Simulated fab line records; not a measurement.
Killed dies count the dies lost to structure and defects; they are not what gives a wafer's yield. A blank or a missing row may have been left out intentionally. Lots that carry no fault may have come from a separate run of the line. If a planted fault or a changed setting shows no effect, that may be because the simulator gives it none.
Which of the tools did it?	flow gf180mcu	Sampling: 11 lots, 33 wafers, 6 of 602 route steps

WHAT THE GAUGES SHOWED, per wafer
GF_V4_OVL_MEAS_15. Usual: for V4_OVL the level is -2 nm and the standard deviation is 5.3.
lot	measured	on	V4_OVL (nm)	flag
L855	day 25 07:26	overlay-02	-5 -5 6	
L857	day 25 17:51	overlay-02	-2 -11 -2	
L858	day 26 00:33	overlay-02	-8 -4 3	
L859	day 26 04:43	overlay-02	-5 -6 -10	
L863	day 27 15:17	overlay-02	0 -11 -7	
L862	day 27 16:20	overlay-02	-7 -4 -3	
L864	day 27 18:36	overlay-01	-1 -6 2	
L868	day 29 01:41	overlay-02	-1 2 -8	
L869	day 29 08:50	overlay-01	-3 -2 -5	
L870	day 29 09:41	overlay-01	2 6 1	
L876	day 31 02:34	overlay-01	-5 -9 -4	

GF_MIM_RS_MEAS_10: measures by four-point-probe. Usual: for MIM_ALCU_RS the level is 0.1608 ohm/sq and the standard deviation is 0.0025.
lot	measured	on	MIM_ALCU_RS (ohm/sq)	flag
L855	day 25 09:15	filmMetro-01	0.1590 0.1601 0.1586	
L857	day 25 20:05	filmMetro-03	0.1597 0.1583 0.1597	
L858	day 26 02:23	filmMetro-01	0.1605 0.1614 0.1614	
L859	day 26 06:31	filmMetro-01	0.1591 0.1592 0.1588	
L863	day 27 17:05	filmMetro-01	0.1588 0.1604 0.1600	
L862	day 27 18:15	filmMetro-03	0.1563 0.1569 0.1610	
L864	day 27 20:27	filmMetro-01	0.1578 0.1558 0.1625	
L868	day 29 03:30	filmMetro-01	0.1612 0.1597 0.1601	
L869	day 29 10:47	filmMetro-01	0.1575 0.2988 0.1581	OFF
L870	day 29 11:31	filmMetro-01	0.1626 0.1653 0.1595	
L876	day 31 04:23	filmMetro-03	0.1615 0.1592 0.1613	

GF_MIM_THK_MEAS_11: measures by xrf. Usual: for MIM_ALCU_THK the level is 202 nm and the standard deviation is 3.3.
lot	measured	on	MIM_ALCU_THK (nm)	flag
L855	day 25 09:22	filmMetro-01	204 202 206	
L857	day 25 20:11	filmMetro-03	203 205 204	
L858	day 26 02:31	filmMetro-01	202 202 202	
L859	day 26 06:38	filmMetro-01	206 204 206	
L863	day 27 17:13	filmMetro-01	206 203 205	
L862	day 27 18:22	filmMetro-03	209 208 202	
L864	day 27 20:32	filmMetro-01	206 210 201	
L868	day 29 03:37	filmMetro-01	203 202 204	
L869	day 29 10:53	filmMetro-01	207 113 206	OFF
L870	day 29 11:38	filmMetro-01	201 196 205	
L876	day 31 04:30	filmMetro-03	202 204 200	

TOOL THAT RAN EACH LOT (tool first, then ch and the chambers of the sampled wafers, then the start)
lot	GF_V4_CVD_02	GF_V4_ETCH_17	GF_MIM_SPUTTER_08
L855	pecvd-03 ch 1,2, day 24 08:57	rieDiel-01 ch 1,2,3, day 25 09:12 or earlier	pvdSputter-01, day 25 09:12
L857	pecvd-02 ch 0,1,2, day 24 19:28	rieDiel-01 ch 0,2, day 25 20:00 or earlier	pvdSputter-03, day 25 20:00
L858	pecvd-04 ch 0,2, day 25 01:37	rieDiel-02 ch 0,3, day 26 02:20 or earlier	pvdSputter-03, day 26 02:20
L859	pecvd-03 ch 0,1,2, day 25 07:12	rieDiel-04 ch 2,3, day 26 06:28 or earlier	pvdSputter-03, day 26 06:28
L863	pecvd-03 ch 1,2, day 26 18:37	rieDiel-01 ch 2,3, day 27 17:02 or earlier	pvdSputter-03, day 27 17:02
L862	pecvd-04 ch 0,1,2, day 26 19:57	rieDiel-02 ch 0,3, day 27 18:10 or earlier	pvdSputter-01, day 27 18:10
L864	pecvd-03 ch 1,2, day 26 21:59	rieDiel-01 ch 1,2, day 27 20:20 or earlier	pvdSputter-01, day 27 20:20
L868	pecvd-03 ch 0,1,2, day 28 05:34	rieDiel-01 ch 0,1, day 29 03:27 or earlier	pvdSputter-03, day 29 03:27
L869	pecvd-04 ch 0,1, day 28 13:34	rieDiel-01 ch 1,3, day 29 10:42 or earlier	pvdSputter-01, day 29 10:42
L870	pecvd-02 ch 0,1, day 28 14:12	rieDiel-04 ch 0,2,3, day 29 11:28 or earlier	pvdSputter-04, day 29 11:28
L876	pecvd-04 ch 0,1,2, day 30 08:00	rieDiel-02 ch 0,2,3, day 31 04:19 or earlier	pvdSputter-03, day 31 04:19
- GF_V4_CVD_02: deposits SiO2 from TEOS, target thk 850 nm, time 94.851 s.
- GF_V4_ETCH_17: etches SiO2 in C4F8/O2/Ar, stops on TiN, target depth 630 nm.
- GF_MIM_SPUTTER_08: material AlCu, target thk 200 nm, time 10.6 s.

WHAT THE TOOLS THEMSELVES READ (means of the sampled wafers that have a number; where no wafer has one, the mark that the record gives instead)
GF_V4_CVD_02. Usual: heaterPowerW at 676 W, with a standard deviation of 140.
lot	tool	heaterPowerW (W)	flag
L855	pecvd-03	921	
L857	pecvd-02	641	
L858	pecvd-04	618	
L859	pecvd-03	725	
L863	pecvd-03	855	
L862	pecvd-04	633	
L864	pecvd-03	691	
L868	pecvd-03	734	
L869	pecvd-04	604	
L870	pecvd-02	509	
L876	pecvd-04	664	

GF_V4_ETCH_17. Usual: oesProductAu at 0.856 a.u., with a standard deviation of 0.0053.
lot	tool	oesProductAu (a.u.)	flag
L855	rieDiel-01	0.857	
L857	rieDiel-01	0.853	
L858	rieDiel-02	0.849	
L859	rieDiel-04	0.859	
L863	rieDiel-01	0.857	
L862	rieDiel-02	0.856	
L864	rieDiel-01	0.856	
L868	rieDiel-01	0.853	
L869	rieDiel-01	0.861	
L870	rieDiel-04	0.854	
L876	rieDiel-02	0.851	

GF_MIM_SPUTTER_08. Usual: throttleValvePct at 30.1 %, with a standard deviation of 0.6.
lot	tool	throttleValvePct (%)	flag
L855	pvdSputter-01	30.3	
L857	pvdSputter-03	30.3	
L858	pvdSputter-03	30.1	
L859	pvdSputter-03	30.1	
L863	pvdSputter-03	29.8	
L862	pvdSputter-01	30.1	
L864	pvdSputter-01	30.2	
L868	pvdSputter-03	30.2	
L869	pvdSputter-01	30.4	
L870	pvdSputter-04	29.8	
L876	pvdSputter-03	29.2	

THE ANSWER, worked out from the rows above alone
Rule: lot off if the mean of its wafers having a number is beyond 3 standard deviations from the usual mean. Also off: a lot with no number at a reading for which 4 or more lots have one. All remaining lots with rows at the step are treated as sound. First the gauges in route order, then the tools' own readings, where a lot's mean is used as printed above. The first step at which some lot is off is used, and at that step the reading that is off furthest; a lot without a number counts as furthest.
Off: L869, at GF_MIM_RS_MEAS_10 (MIM_ALCU_RS).
If a tool, at a process step before that reading, ran all the lots that are off and no sound lot after the first of them, it fits. Gauges at GF_MIM_RS_MEAS_10: tried the same way as those tools. GF_V4_ETCH_17: start missing for some lots; hours and lot order therefore follow GF_MIM_SPUTTER_08. 2 tools fit, rieDiel-01 at GF_V4_ETCH_17 and pvdSputter-01 at GF_MIM_SPUTTER_08, so this cannot tell which one it is.

WHAT WAS PUT IN BY THE SIMULATOR
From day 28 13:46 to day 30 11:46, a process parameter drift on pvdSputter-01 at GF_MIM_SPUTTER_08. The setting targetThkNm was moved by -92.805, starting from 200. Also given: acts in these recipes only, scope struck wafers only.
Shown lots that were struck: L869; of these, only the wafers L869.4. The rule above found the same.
